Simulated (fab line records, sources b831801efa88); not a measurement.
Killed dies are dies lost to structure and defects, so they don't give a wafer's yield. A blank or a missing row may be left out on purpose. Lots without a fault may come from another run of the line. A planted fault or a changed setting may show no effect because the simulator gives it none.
One fault seen from 2 desks | flow gf180mcu | each desk has only its own numbers; what lay behind them comes last

THE TOOL OWNER'S DESK: litho_track-02
The tool's own readings at GF_HV_LDD_DEVELOP_18 (develop time 60 s): means of the sampled wafers that have a number, for each lot that ran on this tool. A lot is out of limits, marked OUT, if its mean lies more than 4 standard deviations from the usual mean; the brackets give that distance.
Columns: A = resist_line_temp_C at GF_HV_LDD_DEVELOP_18, usual 22.99 C
lot  | first seen here | A
L847 | day 11 21:29    | 23.04
L850 | day 13 00:46    | 22.94
L854 | day 14 08:01    | 22.86
L859 | day 15 17:26    | 23.00
L860 | day 15 22:35    | 23.01
This desk's finding: nothing out of limits on any of the 5 lots.

THE METROLOGY DESK
What the gauges read, lot by lot, whatever tool the lot ran on: means of the sampled wafers that have a number. A lot is out of limits, marked OUT, if its mean lies more than 4 standard deviations from the usual mean; the brackets give that distance.
Columns: A = VT_IMPLANT_OVL at GF_VT_IMPLANT_OVL_MEAS_07, usual 0.1 nm; B = cd_nm at GF_HV_LDD_CD_MEAS_19, usual 399.3 nm; C = cd_nm at GF_HV_LDD_CD_MEAS_31, usual 400.1 nm
lot  | first seen here | A    | B               | C
L845 | day 6 03:08     | 0.9  | 397.9           | 402.2
L847 | day 6 14:32     | 0.5  | 401.1           | 400.4
L850 | day 7 10:27     | -0.9 | 400.9           | 403.8
L851 | day 7 17:59     | -0.5 | 399.5           | 398.8
L854 | day 8 11:50     | 0.1  | 394.9           | 400.7
L855 | day 8 17:08     | 0.5  | 397.9           | 398.1
L859 | day 9 16:34     | 0.2  | 292.0 (-51) OUT | 400.4
L860 | day 9 22:32     | 1.3  | 290.0 (-52) OUT | 399.8
L861 | day 10 04:15    | 0.8  | 399.4           | 401.7
L863 | day 10 19:51    | -1.4 | 396.0           | 396.5
L864 | day 11 03:05    | -0.7 | 397.0           | 398.5
L865 | day 11 08:02    | 0.5  | 402.8           | 403.1
L866 | day 11 13:23    | -0.6 | 399.0           | 400.0
This desk's finding: out of limits on L859, L860; first on L859, day 15 17:35 (cd_nm at GF_HV_LDD_CD_MEAS_19). In limits: L845, L847, L850, L851, L854, L855, L861, L863, L864, L865, L866.

PUT TOGETHER
The metrology desk could have raised an alarm at day 15 17:35, on L859, L860.
The tool owner's desk saw nothing out of limits.
The tool owner's desk has L859, L860 on record, within its limits.
Of the lots named, all ran GF_HV_LDD_DEVELOP_18 on litho_track-02.

WHAT THE SIMULATOR HAD PUT IN
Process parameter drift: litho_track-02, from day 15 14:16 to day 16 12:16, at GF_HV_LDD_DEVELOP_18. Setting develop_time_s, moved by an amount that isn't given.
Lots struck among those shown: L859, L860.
Hours from the fault's start to each desk's first reading out of limits: the metrology desk, 3.
